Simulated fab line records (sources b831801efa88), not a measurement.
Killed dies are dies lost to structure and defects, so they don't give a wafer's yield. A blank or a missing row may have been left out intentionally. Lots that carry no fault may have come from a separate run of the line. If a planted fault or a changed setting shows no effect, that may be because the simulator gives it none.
Split-lot trial | flow gf180mcu | route with 602 steps; 5 lots, 23 wafers read

ABOUT THE SPLIT
At GF_M4_SPUTTER_04 (material TiN, target thk 50 nm, time 41.7 s), the setting power_w was moved away from the recipe's 6500 W on 9 of the 23 wafers read, by -9.4% to +8.1%. The other wafers ran this setting at the recipe's value.

The split's own step is where the reading is taken.

THE READING
TiN_of_M4_SPUTTER_04.thk_nm (the simulator's own value, which no gauge read), in nm, at GF_M4_SPUTTER_04 (material TiN, target thk 50 nm, time 41.7 s). There is no usual value for it anywhere in the file. Across the 14 wafers here that went through the recipe, the average is 50.35 nm and the standard deviation 0.37 nm.

wafer  | tool, chamber at the split | power_w as run, W | against the recipe | TiN_of_M4_SPUTTER_04.thk_nm, nm | against lot-mates on the recipe
L074.1 | pvd_sputter-04, -          | 6500              | recipe             | 50.51                           | -
L074.2 | pvd_sputter-04, -          | 6500              | recipe             | 50.91                           | -
L074.3 | pvd_sputter-04, -          | 6500              | recipe             | 51.31                           | -
L074.5 | pvd_sputter-04, -          | 5892              | -9.4%              | 46.23                           | -4.68
L074.6 | pvd_sputter-04, -          | 5892              | -9.4%              | 45.88                           | -5.03
L076.1 | pvd_sputter-04, -          | 6500              | recipe             | 49.85                           | -
L076.3 | pvd_sputter-04, -          | 6500              | recipe             | 50.47                           | -
L076.6 | pvd_sputter-04, -          | 6500              | recipe             | 50.33                           | -
L080.1 | pvd_sputter-01, -          | 6500              | recipe             | 50.26                           | -
L080.2 | pvd_sputter-01, -          | 6907              | +6.3%              | 52.74                           | +2.51
L080.3 | pvd_sputter-01, -          | 6907              | +6.3%              | 52.81                           | +2.58
L080.4 | pvd_sputter-01, -          | 6500              | recipe             | 50.07                           | -
L080.5 | pvd_sputter-01, -          | 6500              | recipe             | 50.35                           | -
L082.1 | pvd_sputter-01, -          | 6500              | recipe             | 50.35                           | -
L082.2 | pvd_sputter-01, -          | 6281              | -3.4%              | 48.11                           | -2.03
L082.3 | pvd_sputter-01, -          | 6500              | recipe             | 49.94                           | -
L082.4 | pvd_sputter-01, -          | 6281              | -3.4%              | 47.13                           | -3.01
L082.6 | pvd_sputter-01, -          | 6281              | -3.4%              | 47.06                           | -3.08
L083.1 | pvd_sputter-01, -          | 7027              | +8.1%              | 54.79                           | +4.59
L083.3 | pvd_sputter-01, -          | 6500              | recipe             | 50.23                           | -
L083.4 | pvd_sputter-01, -          | 7027              | +8.1%              | 52.97                           | +2.77
L083.5 | pvd_sputter-01, -          | 6500              | recipe             | 50.01                           | -
L083.6 | pvd_sputter-01, -          | 6500              | recipe             | 50.36                           | -

FIT RESULTS
A straight line over all 23 wafers: TiN_of_M4_SPUTTER_04.thk_nm changes by +0.471 nm for each +1% of power_w; r = +0.95; the points scatter about the line by 0.66 nm.
The same after taking each lot's own level away (the mean of its wafers on the recipe; 23 wafers): +0.501 nm for each +1%; r = +0.97; scatter 0.54 nm.
According to that fit, moving power_w by its largest amount changes the reading by 4.7 nm.
Measured against the standard deviation above, the lots' own levels, which go from 50.145 to 50.910 nm, span 2.1 times it.
The two slopes are in agreement: the lot-to-lot level therefore moves the slope only a little.
Check: for one of the wafers moved furthest among these (-9.4%), held out of the fit, the line's prediction against its lot-mates is -5 nm. It came out at -4.68 nm against them.

ADDITIONAL SPLITS CARRIED BY THESE WAFERS
Before the reading, these wafers also passed through other splits. Each is held against what the fit with the lots' levels taken away leaves over:
other split on the same wafers       | wafers away from the commonest value | r with TiN_of_M4_SPUTTER_04.thk_nm (lot level and that fit taken away)
GF_V1_CVD_02 time_s                  | 9                                    | -0.37
GF_V1_CMP_04 leave_above_ref_nm      | 11                                   | -0.09
GF_V1_SPUTTER_21 power_w             | 8                                    | -0.15
GF_M2_METAL_ETCH_16 time_s           | 8                                    | +0.23
GF_M3_SPUTTER_04 time_s              | 5                                    | +0.17
GF_M3_METAL_ETCH_16 time_s           | 11                                   | +0.24
GF_V3_SPUTTER_22 chamber_pressure_pa | 10                                   | -0.16

FILE'S OWN FIT
TiN_of_M4_SPUTTER_04.thk_nm changes by +0.492 nm for each +1% of power_w, r = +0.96.
